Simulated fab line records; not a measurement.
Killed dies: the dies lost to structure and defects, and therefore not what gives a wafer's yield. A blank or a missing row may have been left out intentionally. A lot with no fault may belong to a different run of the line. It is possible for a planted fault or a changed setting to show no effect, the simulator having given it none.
The tool behind it: which one? -- flow gf180mcu -- 12 lots, 36 wafers sampled, at 4 steps of a route of 602

WHAT THE GAUGES READ, wafer by wafer
GF_HV_LDD_TW_MEAS_38. Usual: HV_LDD_3_TW gives 1447 (standard deviation 9.1).
lot,measured,on,HV_LDD_3_TW,flag
L848,day 11 15:44,filmMetro-04,1450 1459 1450,
L849,day 12 01:56,filmMetro-04,1454 1447 1456,
L851,day 12 13:34,filmMetro-02,1436 1440 1433,
L852,day 12 22:44,filmMetro-02,1433 1428 1442,
L853,day 13 02:37,filmMetro-01,1461 1456 1453,
L854,day 13 06:29,filmMetro-01,1466 1462 1466,
L856,day 14 03:57,filmMetro-04,1456 1453 1447,
L861,day 15 18:31,filmMetro-01,1368 1368 1369,OFF
L863,day 16 10:49,filmMetro-04,1367 1366 1357,OFF
L868,day 18 07:50,filmMetro-02,1439 1443 1434,
L869,day 18 11:58,filmMetro-02,1446 1440 1443,
L870,day 19 00:02,filmMetro-04,1455 1455 1460,

GF_HV_LDD_RS_MEAS_53: the measuring method here is four-point-probe. Usual: HV_LDD_RS gives 418.3 ohm/sq (standard deviation 0.98).
lot,measured,on,HV_LDD_RS (ohm/sq),flag
L848,day 12 11:17,filmMetro-01,419.6 418.0 418.7,
L849,day 12 21:20,filmMetro-01,420.1 419.5 419.9,
L851,day 13 09:30,filmMetro-02,417.8 416.7 415.8,
L852,day 13 19:32,filmMetro-04,417.3 418.2 418.4,
L853,day 13 23:30,filmMetro-01,418.3 418.5 418.5,
L854,day 14 03:23,filmMetro-04,419.0 418.5 418.2,
L856,day 15 00:58,filmMetro-01,421.0 419.6 419.8,
L861,day 16 16:46,filmMetro-04,431.9 433.4 433.5,OFF
L863,day 17 08:46,filmMetro-02,431.5 432.5 433.0,OFF
L868,day 19 08:02,filmMetro-04,417.7 417.9 417.9,
L869,day 19 12:43,filmMetro-01,418.9 419.8 419.5,
L870,day 20 00:37,filmMetro-02,419.5 418.9 419.0,

GF_PSD_CD_MEAS_07 targets a cd of 400 nm. Usual: cdNm 399.4 nm, standard deviation 2.1.
lot,measured,on,cdNm (nm),flag
L848,day 14 06:12,cdSem-02,398.8 397.0 402.1,
L849,day 14 16:56,cdSem-01,396.7 396.9 393.5,
L851,day 15 06:34,cdSem-02,401.1 397.5 398.2,
L852,day 15 17:02,cdSem-02,398.4 399.0 398.7,
L853,day 15 21:10,cdSem-01,399.5 395.2 396.3,
L854,day 16 01:57,cdSem-01,401.3 399.2 399.9,
L856,day 16 23:37,cdSem-01,397.6 399.5 399.1,
L861,day 18 15:05,cdSem-02,400.2 400.0 399.5,
L863,day 19 09:23,cdSem-01,399.6 398.5 399.8,
L868,day 21 11:31,cdSem-02,399.6 401.6 401.8,
L869,day 21 15:35,cdSem-01,396.9 397.6 398.0,
L870,day 22 03:41,cdSem-01,400.9 400.8 399.8,

WHAT TOOL EACH LOT RAN ON (gives the tool, then ch and the chambers of the sampled wafers, and finally the start)
lot,GF_HV_LDD_IMPLANT_33
L848,"implanter-02 ch 0, day 11 15:04"
L849,"implanter-01 ch 0, day 12 01:16"
L851,"implanter-01 ch 0, day 12 12:52"
L852,"implanter-01 ch 0, day 12 22:02"
L853,"implanter-04 ch 0, day 13 01:55"
L854,"implanter-02 ch 0, day 13 05:49"
L856,"implanter-04 ch 0, day 14 03:15"
L861,"implanter-04 ch 0, day 15 17:50"
L863,"implanter-04 ch 0, day 16 10:08"
L868,"implanter-01 ch 0, day 18 07:08"
L869,"implanter-01 ch 0, day 18 11:18"
L870,"implanter-02 ch 0, day 18 23:20"
- GF_HV_LDD_IMPLANT_33

AS READ BY THE TOOLS THEMSELVES (means over the sampled wafers that have a number; for cases with no such wafer, the mark the record gives instead)
GF_HV_LDD_IMPLANT_33. Usual: doseIonsCm2 7.5e+12, standard deviation 8.2e+09; endStationPressureTorr 5.04e-06 Torr, standard deviation 2.5e-07; faradayCurrentUA 42.3, standard deviation 0.9.
lot,tool,doseIonsCm2,endStationPressureTorr (Torr),faradayCurrentUA,flag
L848,implanter-02,7.5e+12,5.09e-06,42.2,
L849,implanter-01,7.5e+12,5.06e-06,41.3,
L851,implanter-01,7.5e+12,5.06e-06,42.3,
L852,implanter-01,7.5e+12,4.95e-06,42.4,
L853,implanter-04,7.5e+12,5.00e-06,42.0,
L854,implanter-02,7.5e+12,4.84e-06,43.1,
L856,implanter-04,7.5e+12,4.83e-06,42.3,
L861,implanter-04,2.5e+12,5.09e-06,13.8,OFF
L863,implanter-04,2.5e+12,4.92e-06,13.9,OFF
L868,implanter-01,7.5e+12,5.11e-06,42.5,
L869,implanter-01,7.5e+12,4.96e-06,42.4,
L870,implanter-02,7.5e+12,4.95e-06,42.6,

THE ANSWER, worked out from the rows above alone
Rule: lot off if the mean of its wafers having a number is beyond 3 standard deviations from the usual mean. A lot without any number at a reading at which 4 lots or more have one is off too. Any other lot the step has rows for is counted as sound. After the gauges, taken in route order, come the tools' own readings; for these a lot's mean is taken, as printed above. At the first step where some lot is off, the reading lying furthest off is the one used; lots without a number count as furthest.
Off: L861, L863, seen at GF_HV_LDD_TW_MEAS_38 (HV_LDD_3_TW).
If a tool, at a process step before that reading, ran all the lots that are off and no sound lot after the first of them, it fits. Not tried: the gauges at GF_HV_LDD_TW_MEAS_38; whatever is off there is also off at GF_HV_LDD_IMPLANT_33, on other tools, and gauge error can't account for it. One candidate fits, namely implanter-04 at GF_HV_LDD_IMPLANT_33. Its last sound lot is L856 (day 14 03:15), its first lot that is off L861 (day 15 17:50): a fault that began between those two fits.
The tool's own readings at GF_HV_LDD_IMPLANT_33 bear it out: on the lots that are off they differ by more than 5 times the standard deviation of the sound lots' means. doseIonsCm2 reads 2.5e+12 there against 7.5e+12 on the sound lots; faradayCurrentUA reads 13.9 there against 42.3 on the sound lots.

WHAT THE SIMULATOR HAD INSERTED
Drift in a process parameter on implanter-04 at GF_HV_LDD_IMPLANT_33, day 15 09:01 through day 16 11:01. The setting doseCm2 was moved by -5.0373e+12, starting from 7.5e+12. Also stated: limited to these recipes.
Shown lots that were struck: L861, L863. The rule above found the same.
